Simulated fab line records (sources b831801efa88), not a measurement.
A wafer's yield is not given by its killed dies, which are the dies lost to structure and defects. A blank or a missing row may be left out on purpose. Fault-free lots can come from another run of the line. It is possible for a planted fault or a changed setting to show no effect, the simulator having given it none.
A lot that was struck, set against a sound lot -- flow sfq line -- 14 steps out of a route of 325
Sound: wafers L998.1, L998.2, L998.4. Wafers L101.1, L101.4, L101.6 were the ones struck. Last of all comes the cause.
At each step with rows: each side's tool, then ch and its chambers, then its first start. Under that, the readings that differ: sound wafers -- struck wafers -- difference of the means -- sigmas: that difference in standard deviations of wafers without a fault.
alike: words and numbers the same on both sides, and readings whose means are apart by under 2 such deviations; not compared: readings that were withheld, readings missing a value for some wafer, numbers with overlapping values and no deviation given by the record, and bounds like >300 which may hide the same value.
The two part at a step that has a row with sigmas, a row that says differs or no value, or rows on one side only. Numbers that don't overlap but have no deviation are shown without sigmas and don't part them. Lack of a reading on every wafer of one side parts them only where that side has two or more wafers.

SFQ_M2_OVL_MEAS_916:
  sound on overlay-01, day 36 11:43; struck on overlay-02, day 37 17:50
  alike: M2_OVL
SFQ_TRILAYER_M2_BARC_OPEN_METAL_ETCH_077: etches BARC in O2, target depth 125 nm, time 41.7 s.
  sound on rie metal-04 ch 0,1, day 36 11:45; struck on rie metal-04 ch 0,1, day 37 17:52
  alike: drypump motor current A, he backside leak sccm, oes product au
  not compared: rf hours counter h
SFQ_TRILAYER_M2_ETCH_METAL_ETCH_060: etches Nb in Cl2/Ar, stops on SiO2, target depth 240 nm, time 120 s.
  sound on rie metal-04 ch 0,1, day 36 11:48; struck on rie metal-04 ch 0,1, day 37 17:55
  alike: drypump motor current A, he backside leak sccm, oes product au
  not compared: rf hours counter h
then, 2 steps without rows for these wafers: SFQ_TRILAYER_M2_STRIP_STRIP_061 (strips in O2); SFQ_TRILAYER_M2_STRIP_SOLV_CLEAN_062 (cleans in NMP, time 600 s).
SFQ_TRILAYER_I2_DEP_PECVD_063: deposits SiO2 from SiH4/N2O, time 111.11 s, target thk 500 nm.
  sound on pecvd-03 ch 0,1, day 36 12:43; struck on pecvd-04 ch 1,2, day 37 18:49
  alike: heater power w, throttle valve pct
SFQ_TRILAYER_I2_CMP_CMP_064: polishes SiO2.
  sound on cmp-02 ch 0,2,3, day 36 21:36; struck on cmp-01 ch 0,1,2, day 38 10:29
  alike: motor current A, slurry flow ml min, time to endpoint s
SFQ_I2_BOW_MEAS_917:
  sound on film metro-01, day 37 00:36; struck on film metro-01, day 38 12:59
  alike: I2_BOW
SFQ_TRILAYER_I2_METRO_MEASURE_065:
  sound on film metro-01, day 37 00:43; struck on film metro-01, day 38 13:07
  alike: thk nm
then, 3 steps without rows for these wafers: SFQ_TRILAYER_I2_VIA_LITHO_COAT_072 (resist thk 62 nm); SFQ_TRILAYER_I2_VIA_LITHO_COAT_067 (resist thk 650 nm); SFQ_TRILAYER_I2_VIA_LITHO_SOFTBAKE_071.
-- the record jumps here: 5 days lie between the struck wafers' starts before and after --
SFQ_TRILAYER_I2_VIA_LITHO_EXPOSE_068: exposes mask I2, target cd 500 nm.
  struck on krf scanner-02, day 43 21:39; sound on krf scanner-02 ch 0, day 42 07:15
  no value came back on the struck wafers for exposure dose mJ cm2, focus offset nm (nm); on the sound wafers exposure dose mJ cm2 reads 21.319 21.294 21.287
  alike: mask
then, 1 step without rows for these wafers: SFQ_TRILAYER_I2_VIA_LITHO_PEB_070 (peb time 60 s).

WHERE THEY PART
Within this record, at SFQ_TRILAYER_I2_VIA_LITHO_EXPOSE_068 only.

WHY: what had been put in by the simulator
Entire step skipped (krf scanner-02, SFQ_TRILAYER_I2_VIA_LITHO_EXPOSE_068), from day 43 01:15 onward. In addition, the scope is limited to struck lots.
